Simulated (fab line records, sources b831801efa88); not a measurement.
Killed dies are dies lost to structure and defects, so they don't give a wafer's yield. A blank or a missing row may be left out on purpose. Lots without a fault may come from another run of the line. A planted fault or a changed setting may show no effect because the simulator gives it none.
fab line records | flow sky130
record lots=5 wafers=15 last_day=50
route steps=708 shown POLY_CUT@312 SD_P@320 RES_XHIGH@332 SD_N@342
lots that met no fault: from a run of the same line without faults
start_h: hours from the record's first day to the start of the lot's first wafer shown | wait_h: hours since the lot's step before | " the same as in the row above | L1.1+2: a row that stands for several wafers | - no value, or no start given | * or withheld: withheld | < > ~ a bound
route shown NAME@n: a module of which the file shows steps, and the number in the route of the first | usual: mean/standard deviation of fault-free wafers | same: alike in all rows | chamber/n: place in a boat | sites: the reading at each site | _std_site: their standard deviation | _edge_site: outer sites' mean less inner sites' | radius_mm: how far each site lies from the wafer's centre | mask NAME#n: copy n | behind: the tool/chamber that last shaped the wafer | hold: why the lot was held/for how many hours/how that ended | device: the transistor (n, p or np) that didn't switch | end of line: the same wafers' tests at the end of the route | a step without rows: its recipe alone | killed: dies lost to structure and defects at the first sort, not the wafer's yield | map: a wafer's dies, x killed, . not, _ none there
set.NAME: the setting as run; set.NAME@STEP: as run at that earlier step | model.NAME: the simulator's own value behind a step, which no gauge read
lots at some steps of the route; a table a step, a row a wafer
services: from which hour (start_h, from the record's first day; less than 0 if before it) a tool's chamber was out of use, for how many hours, and why
## steps
# step SKY_POLY_CUT_EXPOSE_05
# recipe mask_id=NPCM na=0.8 source_shape=annular sigma_inner=0.55 sigma_outer=0.85 target_cd_nm=270 dose_mj=32
# step SKY_POLY_CUT_PEB_06
# recipe peb_temp_c=withheld peb_time_s=withheld resist=KrF-thick
# step SKY_POLY_CUT_DEVELOP_07
# recipe develop_time_s=60 resist=KrF-thick dev_temp_c=21
# step SKY_POLY_CUT_CD_MEAS_08
# recipe target_cd_nm=270
# usual cd_nm=270.0/1.4
# columns lot.wafer tool chamber start_h wait_h cd_nm
L459.3 cd_sem-01 - 543.82 - 266.3
L459.5 " - " " 269.5
L459.6 " - " " 267.8
L464.1 cd_sem-02 - 594.37 - 269.6
L464.5 " - " " 270.5
L464.6 " - " " 269.5
L470.1 cd_sem-01 - 653.97 - 267.0
L470.2 " - " " 268.4
L470.6 " - " " 269.1
L479.3 cd_sem-02 - 719.76 - 271.2
L479.4 " - " " 270.0
L479.6 " - " " 271.1
L480.1 cd_sem-01 - 746.18 - 271.8
L480.4 " - " " 272.1
L480.6 " - " " 273.3
# step SKY_POLY_CUT_OVL_MEAS_09
# usual POLY_CUT_OVL=-1/5.5
# columns lot.wafer tool chamber start_h wait_h POLY_CUT_OVL[nm]
L459.3 overlay-01 - 543.91 0.1 -10
L459.5 " - " " -5
L459.6 " - " " -3
L464.1 overlay-02 - 594.49 0.1 7
L464.5 " - " " 10
L464.6 " - " " 4
L470.1 overlay-01 - 654.09 0.1 1
L470.2 " - " " 8
L470.6 " - " " -1
L479.3 overlay-02 - 719.85 0.1 -1
L479.4 " - " " -1
L479.6 " - " " 1
L480.1 overlay-01 - 746.30 0.1 -5
L480.4 " - " " -7
L480.6 " - " " -2
# step SKY_POLY_CUT_ETCH_10
# recipe chemistry=N2/H2 target=BARC ion_energy_ev=200 source_w=500 bias_w=100 pressure_mtorr=30 n2_flow_sccm=100 h2_flow_sccm=200 stop_on=SiO2 time_s=45.9 target_depth_a=600
# usual drypump_motor_current_A=5.7/0.48 h2_flow_sccm=199.9/0.58 oes_product_au=0.854/0.0055 throttle_valve_pct=13.225/0.0087
# columns lot.wafer tool chamber start_h wait_h drypump_motor_current_A h2_flow_sccm oes_product_au rf_hours_counter_h throttle_valve_pct
L459.3 rie_diel-01 1 543.93 0.0 6.5 199.6 0.855 8 13.219
L459.5 " 1 " " 6.5 200.4 0.859 - 13.228
L459.6 " 2 " " 5.8 200.2 0.857 - 13.246
L464.1 rie_diel-03 1 594.53 0.0 5.4 199.9 0.858 17 13.227
L464.5 " 0 " " 5.1 199.0 0.859 - 13.221
L464.6 " 1 " " 5.4 200.1 0.843 - 13.229
L470.1 rie_diel-04 1 654.13 0.0 5.4 200.3 0.855 3 13.231
L470.2 " 2 " " 5.5 199.7 0.845 1 13.224
L470.6 " 2 " " 5.4 200.0 0.853 - 13.218
L479.3 rie_diel-01 0 719.88 0.0 5.6 199.6 0.853 3 13.221
L479.4 " 1 " " 6.5 199.7 0.848 12 13.226
L479.6 " 1 " " 6.5 200.4 0.842 - 13.237
L480.1 rie_diel-01 0 746.33 0.0 5.6 199.4 0.853 3 13.227
L480.4 " 1 " " 6.5 200.3 0.859 - 13.217
L480.6 " 0 " " 5.6 200.0 0.859 - 13.219
# step SKY_POLY_CUT_ETCH_11
# recipe target=Si3N4 chemistry=CF4/CH2F2/Ar stop_on=poly-Si source_w=600 bias_w=150 pressure_mtorr=40 cf4_flow_sccm=40 ch2f2_flow_sccm=20 Ar_flow_sccm=150 time_s=42.5 target_depth_a=600
# usual drypump_motor_current_A=5.7/0.48 oes_product_au=0.831/0.006 throttle_valve_pct=14.994/0.009
# columns lot.wafer tool chamber start_h wait_h drypump_motor_current_A oes_product_au rf_hours_counter_h throttle_valve_pct
L459.3 rie_diel-01 1 543.98 0.0 6.5 0.833 8 14.999
L459.5 " 1 " " 6.5 0.829 - 14.987
L459.6 " 2 " " 5.8 0.835 - 14.992
L464.1 rie_diel-03 1 594.57 0.0 5.4 0.834 17 14.994
L464.5 " 0 " " 5.1 0.836 - 15.005
L464.6 " 1 " " 5.3 0.837 - 15.000
L470.1 rie_diel-04 1 654.17 0.0 5.4 0.819 4 14.995
L470.2 " 2 " " 5.4 0.830 1 14.993
L470.6 " 2 " " 5.4 0.822 - 14.983
L479.3 rie_diel-01 0 719.92 0.0 5.6 0.827 3 14.995
L479.4 " 1 " " 6.6 0.829 12 14.989
L479.6 " 1 " " 6.6 0.834 - 14.993
L480.1 rie_diel-01 0 746.38 0.0 5.6 0.835 3 15.000
L480.4 " 1 " " 6.5 0.830 - 14.993
L480.6 " 0 " " 5.6 0.829 - 14.993
# step SKY_POLY_CUT_STRIP_12
# recipe chemistry=O2/N2 power_w=1400 pressure_mtorr=1500 platen_temp_c=withheld o2_flow_sccm=3000 n2_flow_sccm=300 overash_fraction=0.5
# usual drypump_motor_current_A=5.5/0.4 o2_flow_sccm=3001/9.1 oes_product_au=0.453/0.0045 strip_time_to_endpoint_s=5.354/0.018
# columns lot.wafer tool chamber start_h wait_h drypump_motor_current_A o2_flow_sccm oes_product_au rf_hours_counter_h strip_time_to_endpoint_s
L459.3 plasma_asher-04 0 544.05 0.1 5.9 2997 0.443 - 5.370
L459.5 " 1 " " 5.0 3009 0.452 - 5.372
L459.6 " 0 " " 5.9 2983 0.454 - 5.360
L464.1 plasma_asher-02 1 594.61 0.0 5.9 3007 0.454 48 5.352
L464.5 " 0 " " 5.3 3014 0.460 - 5.342
L464.6 " 1 " " 5.9 3016 0.452 - 5.369
L470.1 plasma_asher-01 1 654.21 0.0 5.1 3005 0.447 87 5.369
L470.2 " 0 " " 5.9 3001 0.451 87 5.355
L470.6 " 1 " " 5.1 3001 0.450 - 5.363
L479.3 plasma_asher-02 0 719.99 0.1 5.3 2999 0.459 - 5.359
L479.4 " 1 " " 5.9 2995 0.442 - 5.345
L479.6 " 1 " " 5.9 3002 0.455 - 5.341
L480.1 plasma_asher-02 0 746.42 0.0 5.3 3003 0.453 63 5.336
L480.4 " 0 " " 5.3 3004 0.459 - 5.344
L480.6 " 1 " " 5.9 3023 0.448 - 5.352
# step SKY_SD_P_DEHYDRATE_00
# recipe temp_c=200 time_s=60
# step SKY_SD_P_HMDS_01
# recipe prime_time_s=60 prime_temp_c=120
# step SKY_SD_P_COAT_02
# recipe resist=NOVOLAK spin_rpm=3000 resist_thk_nm=1140
# step SKY_SD_P_SOFTBAKE_03
# recipe temp_c=90 time_s=60 resist=NOVOLAK
# step SKY_SD_P_EXPOSE_04
# recipe mask_id=PSDM na=0.6 source_shape=conventional sigma_outer=0.6 polarization=unpolarized target_cd_nm=380 dose_mj=138
# usual stage_vel_mm_s=500.00/0.23
# columns lot.wafer tool chamber start_h wait_h mask stage_vel_mm_s
L459.3 iline_stepper-02 0 558.97 - PSDM#0 499.87
L459.5 " 0 " " PSDM#0 499.71
L459.6 " 0 " " PSDM#0 499.63
L464.1 iline_stepper-01 0 609.25 - PSDM#0 500.00
L464.5 " 0 " " PSDM#0 500.01
L464.6 " 0 " " PSDM#0 499.88
L470.1 iline_stepper-01 0 668.66 - URPM#0 500.20
L470.2 " 0 " " URPM#0 500.04
L470.6 " 0 " " URPM#0 500.03
L479.3 iline_stepper-02 0 734.54 - PSDM#0 500.27
L479.4 " 0 " " PSDM#0 500.26
L479.6 " 0 " " PSDM#0 500.15
L480.1 iline_stepper-01 0 760.55 - PSDM#0 500.12
L480.4 " 0 " " PSDM#0 499.64
L480.6 " 0 " " PSDM#0 500.19
# step SKY_SD_P_PEB_05
# recipe temp_c=withheld time_s=* resist=NOVOLAK
# step SKY_SD_P_DEVELOP_06
# recipe resist=NOVOLAK developer=TMAH develop_time_s=60 dev_temp_c=23
# step SKY_SD_P_CD_MEAS_07
# recipe target_cd_nm=380
# usual cd_nm=380.3/2.3
# columns lot.wafer tool chamber start_h wait_h cd_nm
L459.3 cd_sem-02 - 573.23 0.1 379.8
L459.5 " - " " 382.4
L459.6 " - " " 382.0
L464.1 cd_sem-01 - 623.83 0.1 379.4
L464.5 " - " " 379.0
L464.6 " - " " 380.6
L470.1 cd_sem-01 - 682.44 0.1 -
L470.2 " - " " -
L470.6 " - " " -
L479.3 cd_sem-02 - 747.63 0.1 379.6
L479.4 " - " " 378.2
L479.6 " - " " 378.9
L480.1 cd_sem-01 - 773.69 0.1 379.5
L480.4 " - " " 377.7
L480.6 " - " " 379.4
# step SKY_SD_P_OVL_MEAS_08
# usual SD_P_OVL=-0.1/1.5
# columns lot.wafer tool chamber start_h wait_h SD_P_OVL[nm]
L459.3 overlay-02 - 573.32 0.1 -0.5
L459.5 " - " " 0.9
L459.6 " - " " 0.1
L464.1 overlay-01 - 623.95 0.1 2.3
L464.5 " - " " 2.6
L464.6 " - " " 3.4
L470.1 overlay-01 - 682.56 0.1 -
L470.2 " - " " -
L470.6 " - " " -
L479.3 overlay-02 - 747.72 0.1 -0.7
L479.4 " - " " 1.0
L479.6 " - " " 1.2
L480.1 overlay-02 - 773.81 0.1 -0.1
L480.4 " - " " 0.7
L480.6 " - " " 0.0
# step SKY_SD_P_IMPLANT_09
# recipe species=BF2 energy_kev=20 dose_cm2=3.044e+15 tilt_deg=0
# step SKY_SD_P_STRIP_10
# recipe chemistry=O2/N2 power_w=1400 pressure_mtorr=1500 platen_temp_c=withheld o2_flow_sccm=3000 n2_flow_sccm=300 overash_fraction=0.5
# usual drypump_motor_current_A=5.6/0.46 o2_flow_sccm=2998/8.7 oes_product_au=0.617/0.0046 strip_time_to_endpoint_s=17.52/0.039
# columns lot.wafer tool chamber start_h wait_h drypump_motor_current_A o2_flow_sccm oes_product_au rf_hours_counter_h strip_time_to_endpoint_s
L459.3 plasma_asher-03 1 573.53 0.1 5.7 2991 0.615 - 17.59
L459.5 " 0 " " 6.2 3008 0.612 - 17.51
L459.6 " 1 " " 5.7 3008 0.618 - 17.56
L464.1 plasma_asher-03 0 624.13 0.1 6.2 2990 0.621 95 17.50
L464.5 " 0 " " 6.1 3000 0.622 - 17.56
L464.6 " 1 " " 5.7 2992 0.609 - 17.51
L470.1 plasma_asher-04 0 682.75 0.1 6.0 2993 0.612 24 17.53
L470.2 " 1 " " 5.0 2985 0.622 24 17.47
L470.6 " 1 " " 5.0 3006 0.606 - 17.50
L479.3 plasma_asher-01 0 747.93 0.1 5.9 3002 0.611 - 17.47
L479.4 " 1 " " 5.1 3008 0.612 - 17.53
L479.6 " 0 " " 5.9 3003 0.622 - 17.49
L480.1 plasma_asher-04 1 774.00 0.1 5.0 2986 0.614 33 17.48
L480.4 " 1 " " 5.0 2989 0.602 - 17.47
L480.6 " 1 " " 5.0 2992 0.613 - 17.47
# step SKY_SD_P_TW_MEAS_11
# usual SD_P_TW=2792/38
# columns lot.wafer tool chamber start_h wait_h SD_P_TW
L459.3 film_metro-04 - 573.62 0.1 2805
L459.5 " - " " 2789
L459.6 " - " " 2805
L464.1 film_metro-04 - 624.23 0.1 2797
L464.5 " - " " 2801
L464.6 " - " " 2799
L470.1 film_metro-02 - 682.85 0.1 30
L470.2 " - " " 30
L470.6 " - " " 30
L479.3 film_metro-04 - 748.01 0.1 2803
L479.4 " - " " 2802
L479.6 " - " " 2807
L480.1 film_metro-04 - 774.10 0.1 2799
L480.4 " - " " 2796
L480.6 " - " " 2803
# step SKY_RES_XHIGH_DEHYDRATE_00
# recipe temp_c=200 time_s=60
# step SKY_RES_XHIGH_HMDS_01
# recipe prime_time_s=60 prime_temp_c=120
# step SKY_RES_XHIGH_COAT_02
# recipe resist=NOVOLAK spin_rpm=3000 resist_thk_nm=1140
# step SKY_RES_XHIGH_SOFTBAKE_03
# recipe temp_c=90 time_s=60 resist=NOVOLAK
# step SKY_RES_XHIGH_EXPOSE_04
# recipe mask_id=URPM na=0.6 source_shape=conventional sigma_outer=0.6 polarization=unpolarized target_cd_nm=1270 dose_mj=140
# step SKY_RES_XHIGH_PEB_05
# recipe temp_c=withheld time_s=* resist=NOVOLAK
# step SKY_RES_XHIGH_DEVELOP_06
# recipe resist=NOVOLAK developer=TMAH develop_time_s=60 dev_temp_c=23
# step SKY_RES_XHIGH_IMPLANT_07
# recipe species=BF2 energy_kev=20 dose_cm2=3.6e+14 tilt_deg=0
# step SKY_RES_XHIGH_STRIP_08
# recipe chemistry=O2/N2 power_w=1400 pressure_mtorr=1500 platen_temp_c=withheld o2_flow_sccm=3000 n2_flow_sccm=300 overash_fraction=0.5
# usual drypump_motor_current_A=5.7/0.38 o2_flow_sccm=2998/10 oes_product_au=0.712/0.0047 strip_time_to_endpoint_s=14.26/0.041
# columns lot.wafer tool chamber start_h wait_h drypump_motor_current_A o2_flow_sccm oes_product_au rf_hours_counter_h strip_time_to_endpoint_s
L459.3 plasma_asher-04 1 603.30 0.1 5.0 3009 0.709 - 14.21
L459.5 " 1 " " 5.0 2987 0.717 - 14.23
L459.6 " 0 " " 5.9 2992 0.709 - 14.31
L464.1 plasma_asher-03 0 653.34 0.1 6.2 3004 0.711 98 14.22
L464.5 " 0 " " 6.2 2997 0.708 - 14.24
L464.6 " 1 " " 5.7 2986 0.708 - 14.24
L470.1 plasma_asher-02 0 710.13 0.1 5.3 3004 0.715 60 14.30
L470.2 " 1 " " 5.9 2997 0.720 60 14.28
L470.6 " 1 " " 5.9 2992 0.711 - 14.28
L479.3 plasma_asher-02 0 775.26 0.1 5.3 2988 0.716 - 14.22
L479.4 " 1 " " 5.9 2989 0.714 - 14.19
L479.6 " 0 " " 5.3 2982 0.708 - 14.22
L480.1 plasma_asher-02 0 799.74 0.1 5.3 3003 0.707 68 14.21
L480.4 " 0 " " 5.3 3005 0.706 - 14.25
L480.6 " 1 " " 5.9 3000 0.713 - 14.27
# step SKY_RES_XHIGH_TW_MEAS_09
# usual RES_XHIGH_TW=1620/22
# columns lot.wafer tool chamber start_h wait_h RES_XHIGH_TW
L459.3 film_metro-04 - 603.39 0.1 1617
L459.5 " - " " 1611
L459.6 " - " " 1618
L464.1 film_metro-02 - 653.44 0.1 1627
L464.5 " - " " 1624
L464.6 " - " " 1630
L470.1 film_metro-04 - 710.23 0.1 2861
L470.2 " - " " 2851
L470.6 " - " " 2837
L479.3 film_metro-02 - 775.35 0.1 1657
L479.4 " - " " 1647
L479.6 " - " " 1644
L480.1 film_metro-01 - 799.84 0.1 1591
L480.4 " - " " 1587
L480.6 " - " " 1583
# step SKY_SD_N_DEHYDRATE_00
# recipe temp_c=200 time_s=60
## services
# columns tool chamber start_h hours kind
rie_diel-03 2 526.95 1.6 repair
plasma_asher-01 - 527.95 2.1 repair
plasma_asher-02 - 533.13 1.2 repair
plasma_asher-03 - 547.39 15.6 pm
rie_diel-03 0 554.90 5.5 repair
plasma_asher-04 - 564.27 4.8 repair
rie_diel-01 1 568.66 15.7 repair
plasma_asher-03 - 596.56 2.9 repair
rie_diel-01 - 602.62 2.8 pm
plasma_asher-02 - 614.61 1.3 repair
rie_diel-03 3 617.52 7.1 repair
rie_diel-04 3 636.51 15.5 repair
rie_diel-01 - 650.84 15.6 pm
iline_stepper-02 - 652.85 1.7 pm
rie_diel-04 2 668.38 1.2 repair
rie_diel-01 2 673.50 6.6 repair
plasma_asher-02 - 683.36 1.3 repair
plasma_asher-04 - 684.43 1.0 repair
iline_stepper-01 - 731.86 1.7 pm
plasma_asher-03 - 733.75 9.0 pm
rie_diel-01 1 738.36 3.1 repair
rie_diel-01 2 740.48 17.9 repair
plasma_asher-04 - 749.54 2.8 pm
rie_diel-01 0 758.35 34.6 repair
## key
first_sign step=SKY_SD_P_EXPOSE_04 reading=mask direction=changed
effect step=SKY_SD_P_CD_MEAS_07 reading=cd_nm direction=missing
effect step=SKY_SD_P_OVL_MEAS_08 reading=SD_P_OVL direction=missing
effect step=SKY_SD_P_TW_MEAS_11 reading=SD_P_TW direction=down sigmas=73 usual=2792 struck=30
effect step=SKY_RES_XHIGH_TW_MEAS_09 reading=RES_XHIGH_TW direction=up sigmas=57 usual=1620 struck=2850
met_at SKY_SD_P_EXPOSE_04
struck_wafers L470.1,L470.2,L470.6
sort_left_out L470.1,L470.2,L470.6
tester_left_out L470
onset_between 609.25 668.66
fault kind=wrong_mask tool=any chamber=- onset_h=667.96 steps=SKY_SD_P_EXPOSE_04 aux_copy=URPM#0 scope=struck_lots_only
# tester_left_out: of these lots the tester's yield and bins aren't shown, on N5 and GAA mostly nor the transistor test; their killed dies are dies lost to structure and defects alone, not to doping, threshold or leakage, so they don't give the yield
# sort_left_out: the simulated sort isn't trusted on such a fault, so these wafers' sort isn't shown, and their yield isn't known
